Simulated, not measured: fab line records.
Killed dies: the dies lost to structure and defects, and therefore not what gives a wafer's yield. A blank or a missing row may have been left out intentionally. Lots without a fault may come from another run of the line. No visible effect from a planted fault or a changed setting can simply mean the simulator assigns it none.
Which tool is to blame? + flow gf180mcu + Sampling: 13 lots, 39 wafers, 3 of 602 route steps

== WHAT EACH GAUGE READ, for each wafer ==
GF_M2_RS_MEAS_05: uses a four-point probe to measure. Usual: M2_ALCU_RS 0.0691 ohm/sq, standard deviation 0.00065.
| lot  | measured     | on            | M2_ALCU_RS (ohm/sq)  | flag |
|------|--------------|---------------|----------------------|------|
| L737 | day 18 20:04 | film-metro-03 | 0.0693 0.0703 0.0692 |      |
| L738 | day 19 06:05 | film-metro-04 | 0.0690 0.0690 0.0687 |      |
| L740 | day 19 23:08 | film-metro-03 | 0.0695 0.0688 0.0688 |      |
| L741 | day 20 12:54 | film-metro-03 | 0.0687 0.0684 0.0688 |      |
| L743 | day 21 06:18 | film-metro-02 | 0.0680 0.0678 0.0683 |      |
| L745 | day 22 11:58 | film-metro-02 | 0.0689 0.0687 0.0683 |      |
| L746 | day 22 16:04 | film-metro-02 | 0.0690 0.0690 0.0696 |      |
| L747 | day 23 01:11 | film-metro-03 | 0.0695 0.0692 0.0691 |      |
| L748 | day 23 08:28 | film-metro-04 | 0.0711 0.0697 0.0702 |      |
| L749 | day 23 09:06 | film-metro-02 | 0.0696 0.0693 0.0692 |      |
| L751 | day 24 10:23 | film-metro-03 | 0.0680 0.0684 0.0683 |      |
| L752 | day 24 12:05 | film-metro-03 | 0.0681 0.0685 0.0685 |      |
| L755 | day 25 05:28 | film-metro-02 | 0.0689 0.0695 0.0689 |      |

GF_M2_THK_MEAS_06: measures by xrf. Usual: M2_ALCU_THK 455 nm, standard deviation 5.
| lot  | measured     | on            | M2_ALCU_THK (nm) | flag |
|------|--------------|---------------|------------------|------|
| L737 | day 18 20:11 | film-metro-03 | 450 445 455      |      |
| L738 | day 19 06:11 | film-metro-04 | 456 456 459      |      |
| L740 | day 19 23:14 | film-metro-03 | 449 455 454      |      |
| L741 | day 20 13:01 | film-metro-03 | 458 461 457      |      |
| L743 | day 21 06:25 | film-metro-02 | 463 463 462      |      |
| L745 | day 22 12:05 | film-metro-02 | 457 457 460      |      |
| L746 | day 22 16:11 | film-metro-02 | 457 456 449      |      |
| L747 | day 23 01:19 | film-metro-03 | 451 452 455      |      |
| L748 | day 23 08:35 | film-metro-04 | 442 452 449      |      |
| L749 | day 23 09:13 | film-metro-02 | 449 453 454      |      |
| L751 | day 24 10:30 | film-metro-03 | 463 459 457      |      |
| L752 | day 24 12:11 | film-metro-03 | 460 456 458      |      |
| L755 | day 25 05:35 | film-metro-02 | 456 454 457      |      |

== EACH LOT AND THE TOOL THAT RAN IT (in order: tool; ch and the chambers of the sampled wafers; start) ==
| lot  | GF_M2_SPUTTER_01             |
|------|------------------------------|
| L737 | pvd-sputter-04, day 18 19:57 |
| L738 | pvd-sputter-03, day 19 05:55 |
| L740 | pvd-sputter-03, day 19 22:58 |
| L741 | pvd-sputter-01, day 20 12:47 |
| L743 | pvd-sputter-01, day 21 06:10 |
| L745 | pvd-sputter-04, day 22 11:50 |
| L746 | pvd-sputter-03, day 22 15:56 |
| L747 | pvd-sputter-01, day 23 01:04 |
| L748 | pvd-sputter-03, day 23 08:20 |
| L749 | pvd-sputter-01, day 23 08:59 |
| L751 | pvd-sputter-01, day 24 10:15 |
| L752 | pvd-sputter-01, day 24 11:55 |
| L755 | pvd-sputter-01, day 25 05:21 |
- GF_M2_SPUTTER_01: material TiN, target thk 30 nm, time 25 s.

== WHAT THE TOOLS THEMSELVES READ (means of the sampled wafers that have a number; where no wafer has one, the mark that the record gives instead) ==
GF_M2_SPUTTER_01. Usual: cathode-dc-power-W 6499.8 W, standard deviation 1.1; throttle-valve-pct 29.8 %, standard deviation 1.
| lot  | tool           | cathode-dc-power-W (W) | throttle-valve-pct (%) | flag |
|------|----------------|------------------------|------------------------|------|
| L737 | pvd-sputter-04 | 6499.7                 | 29.8                   |      |
| L738 | pvd-sputter-03 | 6499.6                 | 29.3                   |      |
| L740 | pvd-sputter-03 | 6500.5                 | 30.7                   |      |
| L741 | pvd-sputter-01 | 6500.7                 | 29.4                   |      |
| L743 | pvd-sputter-01 | 6500.2                 | 29.6                   |      |
| L745 | pvd-sputter-04 | 6499.5                 | 29.9                   |      |
| L746 | pvd-sputter-03 | 6499.7                 | 29.5                   |      |
| L747 | pvd-sputter-01 | 6499.6                 | 29.7                   |      |
| L748 | pvd-sputter-03 | 6498.0                 | 30.8                   |      |
| L749 | pvd-sputter-01 | 6500.0                 | 29.7                   |      |
| L751 | pvd-sputter-01 | 6499.7                 | 29.5                   |      |
| L752 | pvd-sputter-01 | 6500.0                 | 29.4                   |      |
| L755 | pvd-sputter-01 | 6499.9                 | 29.3                   |      |

== THE ANSWER, worked out from the rows above alone ==
Rule: a lot is off if the mean of its wafers that have a number lies more than 3 standard deviations from the usual mean. Also off: a lot with no number at a reading for which 4 or more lots have one. All remaining lots with rows at the step are treated as sound. After the gauges, taken in route order, come the tools' own readings; for these a lot's mean is taken, as printed above. At the first step where some lot is off, the reading lying furthest off is the one used; lots without a number count as furthest.
Across all readings shown, no lot is off: no conclusion can be drawn from this.

== WHAT THE SIMULATOR PUT IN ==
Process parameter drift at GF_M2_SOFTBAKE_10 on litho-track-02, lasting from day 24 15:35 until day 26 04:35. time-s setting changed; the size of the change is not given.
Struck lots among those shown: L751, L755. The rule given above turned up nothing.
